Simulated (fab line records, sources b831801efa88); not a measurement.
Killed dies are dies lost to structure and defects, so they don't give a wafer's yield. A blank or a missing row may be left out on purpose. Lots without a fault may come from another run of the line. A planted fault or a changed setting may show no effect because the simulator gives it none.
fab line records | flow sky130
record lots=14 wafers=42 last_day=50
route steps=708 shown GATE_OXIDE@188
lots that met no fault: from a run of the same line without faults
start_h: hours from the record's first day to the start of the lot's first wafer shown | wait_h: hours since the lot's step before | " the same as in the row above | L1.1+2: a row that stands for several wafers | - no value, or no start given | * or withheld: withheld | < > ~ a bound
route shown NAME@n: a module of which the file shows steps, and the number in the route of the first | usual: mean/standard deviation of fault-free wafers | same: alike in all rows | chamber/n: place in a boat | sites: the reading at each site | _std_site: their standard deviation | _edge_site: outer sites' mean less inner sites' | radius_mm: how far each site lies from the wafer's centre | mask NAME#n: copy n | behind: the tool/chamber that last shaped the wafer | hold: why the lot was held/for how many hours/how that ended | device: the transistor (n, p or np) that didn't switch | end of line: the same wafers' tests at the end of the route | a step without rows: its recipe alone | killed: dies lost to structure and defects at the first sort, not the wafer's yield | map: a wafer's dies, x killed, . not, _ none there
set.NAME: the setting as run; set.NAME@STEP: as run at that earlier step | model.NAME: the simulator's own value behind a step, which no gauge read
steps of the route over a sample of lots; a table a step, a row a wafer
services: from which hour (start_h, from the record's first day; less than 0 if before it) a tool's chamber was out of use, for how many hours, and why
## steps
# step SKY_GATE_OXIDE_OXIDATION_01
# recipe temp_c=900 ambient=O2 stabilise_s=600 purge_s=300 target_thk_a=102.68 ox_time_s=1473
# usual spike_tc_bottom_C=919.4/1.3 spike_tc_centre_C=901.1/1.1 spike_tc_lower_C=900.8/1.1 spike_tc_top_C=908.8/0.98 spike_tc_upper_C=900.7/1 tube_center_temp_C=900.01/0.084 tube_center_temp_C_max=902.3/0.38 zone_power_bottom_pct=27.4/0.85 zone_power_centre_pct=20.1/2.6 zone_power_top_pct=31.6/0.36
# same stabilise_s=600
# columns lot.wafer tool chamber start_h wait_h spike_tc_bottom_C spike_tc_centre_C spike_tc_lower_C spike_tc_top_C spike_tc_upper_C tube_center_temp_C tube_center_temp_C_max zone_power_bottom_pct zone_power_centre_pct zone_power_top_pct
L388.1 furnace-02 0 285.16 0.0 917.9 901.3 901.8 908.1 899.9 899.95 902.4 28.1 22.7 31.1
L388.3 " 0 " " 918.7 902.4 900.7 909.6 901.5 899.89 902.8 28.7 22.5 30.8
L388.6 " 0 " " 918.2 902.0 899.4 908.9 899.8 899.95 902.3 28.0 22.7 31.5
L389.2 furnace-01 0 288.03 0.8 919.7 901.8 901.3 909.4 902.0 900.03 902.2 26.8 17.6 32.4
L389.3 " 0 " " 919.7 901.0 901.4 908.5 900.6 899.96 902.1 26.8 17.7 31.7
L389.4 " 0 " " 920.8 901.2 900.6 908.4 901.7 899.9 902.2 26.6 17.7 31.9
L390.1 furnace-02 0 298.70 0.3 918.5 902.8 900.2 907.8 901.3 900.07 902.9 28.4 22.9 31.2
L390.2 " 0 " " 919.3 901.4 898.6 907.0 903.4 899.94 902.4 28.3 22.4 31.0
L390.3 " 0 " " 919.1 901.4 901.4 909.4 901.1 900.13 902.3 27.9 22.5 31.3
L392.3 furnace-01 0 312.67 1.6 921.0 900.5 901.0 906.3 901.6 900.07 902.4 26.8 17.6 31.5
L392.4 " 0 " " 919.6 898.9 900.8 909.6 901.3 899.97 902.6 26.4 17.3 32.0
L392.6 " 0 " " 919.6 903.4 900.7 910.5 903.1 899.82 901.9 26.8 17.8 31.4
L393.1 furnace-02 0 321.55 0.8 917.8 901.6 900.1 909.9 901.5 900.16 902.0 28.2 22.5 31.3
L393.2 " 0 " " 918.9 902.5 900.0 909.1 901.9 900.02 902.0 28.6 22.9 30.2
L393.4 " 0 " " 918.3 901.1 900.6 909.2 900.7 900.15 902.4 28.4 22.8 31.8
L394.3 furnace-01 0 326.84 2.1 918.6 900.1 901.3 910.0 899.8 899.93 902.1 26.9 17.9 31.7
L394.4 " 0 " " 919.4 900.8 902.1 909.4 899.7 899.91 902.0 26.1 17.5 31.3
L394.5 " 0 " " 921.2 900.5 902.0 908.0 901.6 900.04 902.0 26.3 17.8 31.5
L395.3 furnace-01 0 343.36 1.6 920.4 900.8 900.7 909.3 901.0 900.13 902.7 27.0 17.7 31.6
L395.5 " 0 " " 919.2 900.1 901.2 907.6 901.8 899.84 901.9 27.0 17.6 32.0
L395.6 " 0 " " 921.7 900.8 901.1 908.8 900.5 900.01 902.0 26.5 17.5 32.2
L396.2 furnace-01 0 346.36 0.0 920.8 902.6 902.3 909.0 899.8 899.92 901.8 26.6 17.5 31.6
L396.5 " 0 " " 918.0 900.5 900.5 910.6 900.5 900.08 902.9 26.4 17.4 31.9
L396.6 " 0 " " 919.7 899.1 902.9 908.9 902.2 899.94 902.6 26.7 17.5 31.7
L398.3 furnace-02 0 368.03 0.3 919.0 903.4 901.2 908.7 899.9 900.12 902.0 28.1 22.8 31.9
L398.5 " 0 " " 919.6 898.7 900.8 910.6 901.3 899.97 902.4 28.5 23.2 31.3
L398.6 " 0 " " 918.9 901.3 900.5 909.2 899.7 899.99 902.1 27.8 22.7 31.7
L404.1 furnace-02 0 419.51 2.9 943.5 925.4 922.7 932.2 923.4 923.45 925.9 29.8 24.5 32.7
L404.4 " 0 " " 942.1 924.0 925.1 932.6 924.9 923.49 925.7 30.5 24.4 32.6
L404.6 " 0 " " 941.4 926.6 922.4 932.0 924.7 923.53 925.6 30.0 24.0 32.9
L405.1 furnace-02 0 419.51 3.2 941.2 925.0 924.8 930.1 924.8 923.45 925.2 30.2 23.8 33.2
L405.5 " 0 " " 942.7 923.5 925.4 931.2 923.8 923.48 926.5 30.4 23.9 33.4
L405.6 " 0 " " 941.1 925.3 922.4 932.4 924.6 923.51 925.8 29.9 23.9 32.9
L406.4 furnace-01 0 424.90 0.3 919.4 899.8 900.1 909.4 898.8 900 902.2 26.5 17.6 31.8
L406.5 " 0 " " 920.4 899.9 900.8 907.0 900.1 900.05 902.3 26.8 17.3 31.5
L406.6 " 0 " " 920.0 900.5 902.4 908.5 899.3 900.03 902.2 26.3 17.7 31.4
L408.1 furnace-01 0 443.01 0.0 920.9 900.8 900.4 910.3 900.9 900.07 902.3 26.6 17.8 31.8
L408.2 " 0 " " 920.4 899.5 900.7 909.0 902.3 899.95 902.3 26.0 17.5 31.8
L408.5 " 0 " " 920.5 900.5 901.5 909.0 901.1 899.86 901.9 26.8 17.8 31.0
L409.3 furnace-01 0 454.47 0.9 919.7 900.3 903.5 909.3 899.9 899.96 901.9 26.2 17.4 32.2
L409.4 " 0 " " 919.4 899.9 899.3 909.1 901.0 900.05 902.2 26.8 17.6 31.8
L409.6 " 0 " " 919.8 899.1 901.3 909.6 901.5 899.97 902.5 26.4 17.3 32.0
# step SKY_GATE_OXIDE_THK_MEAS_02
# recipe reads=SiO2_of_GATE_OXIDE_OXIDATION_01
# usual GATE_OXIDE_OXIDATION_00_THK=10.25/0.18
# columns lot.wafer tool chamber start_h wait_h GATE_OXIDE_OXIDATION_00_THK[nm]
L388.1 film_metro-04 - 286.57 0.0 10.52
L388.3 " - " " 10.68
L388.6 " - " " 10.56
L389.2 film_metro-04 - 289.44 0.0 10.47
L389.3 " - " " 10.45
L389.4 " - " " 10.52
L390.1 film_metro-01 - 300.11 0.0 10.44
L390.2 " - " " 10.42
L390.3 " - " " 10.38
L392.3 film_metro-01 - 314.10 0.0 10.19
L392.4 " - " " 10.11
L392.6 " - " " 10.17
L393.1 film_metro-04 - 322.96 0.0 10.28
L393.2 " - " " 10.34
L393.4 " - " " 10.23
L394.3 film_metro-01 - 328.27 0.0 10.19
L394.4 " - " " 10.24
L394.5 " - " " 10.38
L395.3 film_metro-02 - 344.79 0.0 10.31
L395.5 " - " " 10.34
L395.6 " - " " 10.33
L396.2 film_metro-02 - 347.78 0.0 10.16
L396.5 " - " " 10.22
L396.6 " - " " 10.44
L398.3 film_metro-02 - 369.52 0.1 10.17
L398.5 " - " " 10.12
L398.6 " - " " 10.07
L404.1 film_metro-01 - 420.92 0.0 13.38
L404.4 " - " " 13.33
L404.6 " - " " 13.15
L405.1 film_metro-04 - 420.92 0.0 12.95
L405.5 " - " " 12.90
L405.6 " - " " 12.99
L406.4 film_metro-04 - 426.34 0.0 10.35
L406.5 " - " " 10.52
L406.6 " - " " 10.37
L408.1 film_metro-04 - 444.42 0.0 10.16
L408.2 " - " " 10.14
L408.5 " - " " 10.22
L409.3 film_metro-02 - 455.90 0.0 10.13
L409.4 " - " " 10.05
L409.6 " - " " 10.08
## services
# columns tool chamber start_h hours kind
furnace-02 - 323.59 4.8 repair
furnace-01 - 350.37 3.7 pm
furnace-02 - 378.15 4.3 pm
furnace-01 - 411.96 7.2 pm
## key
first_sign step=SKY_GATE_OXIDE_OXIDATION_01 reading=tube_center_temp_C direction=up sigmas=99+ usual=* struck=*
effect step=SKY_GATE_OXIDE_OXIDATION_01 reading=tube_center_temp_C_max direction=up sigmas=62 usual=* struck=*
effect step=SKY_GATE_OXIDE_THK_MEAS_02 reading=GATE_OXIDE_OXIDATION_00_THK direction=up sigmas=16 usual=10.25 struck=13.11
met_at SKY_GATE_OXIDE_OXIDATION_01
struck_lots L404,L405
tester_left_out L404,L405
onset_between 368.03 419.51
fault kind=process_parameter_drift tool=furnace-02 chamber=- onset_h=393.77 steps=SKY_GATE_OXIDE_OXIDATION_01 channel=temp_c offset=* shape=step end_h=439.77 acts_in=* stated=*
# tester_left_out: of these lots the tester's yield and bins aren't shown, on N5 and GAA mostly nor the transistor test; their killed dies are dies lost to structure and defects alone, not to doping, threshold or leakage, so they don't give the yield
